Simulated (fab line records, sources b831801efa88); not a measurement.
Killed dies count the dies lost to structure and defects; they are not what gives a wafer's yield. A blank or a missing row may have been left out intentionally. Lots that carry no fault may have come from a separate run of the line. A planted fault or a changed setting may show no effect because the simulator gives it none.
One fault seen from 2 desks	flow sky130	what lay behind the numbers comes last; until then each desk has only its own

## DESK OF THE TOOL OWNER: rieSi-02
The tool's own readings at SKY_FIELD_ISO_ETCH_17 (etches Si in HBr/Cl2/O2, target depth 342 nm, time 97.7 s): means of the sampled wafers that have a number, for each lot that ran on this tool. A lot is out of limits, marked OUT, if its mean lies more than 4 standard deviations from the usual mean; the brackets give that distance.
Columns: A = chamberPressureMTorr at SKY_FIELD_ISO_ETCH_17, usual 15.001 mTorr; B = drypumpMotorCurrentA at SKY_FIELD_ISO_ETCH_17, usual 5.8 A; C = mfcCl2Sccm at SKY_FIELD_ISO_ETCH_17, usual 40.01 sccm; D = oesProductAu at SKY_FIELD_ISO_ETCH_17, usual 0.998 a.u.; E = throttleValvePct at SKY_FIELD_ISO_ETCH_17, usual 25.657 %
lot	first seen here	A	B	C	D	E
L508	day 4 09:35	15.003	5.6	40.06	1.013	25.642
L513	day 5 06:38	14.993	5.8	40.05	1.037	25.630
This desk's finding: nothing out of limits on any of the 2 lots.

## METROLOGY DESK
Lot by lot, what the gauges showed, no matter which tool ran the lot: averages of those sampled wafers that carry a number. A lot is out of limits, marked OUT, if its mean lies more than 4 standard deviations from the usual mean; the brackets give that distance.
Columns: A = cdNm at SKY_FIELD_ISO_CD_MEAS_13, usual 150.2 nm
lot	first seen here	A
L504	day 3 11:55	150.1
L508	day 4 09:16	148.6
L513	day 5 06:19	151.0
L519	day 6 15:34	148.9
L520	day 6 22:05	151.8
This desk's finding: nothing out of limits on any of the 5 lots.

## TAKEN TOGETHER
The desk of the tool owner found nothing out of limits.
At the metrology desk, nothing out of limits was observed.

## WHAT THE SIMULATOR HAD PUT IN
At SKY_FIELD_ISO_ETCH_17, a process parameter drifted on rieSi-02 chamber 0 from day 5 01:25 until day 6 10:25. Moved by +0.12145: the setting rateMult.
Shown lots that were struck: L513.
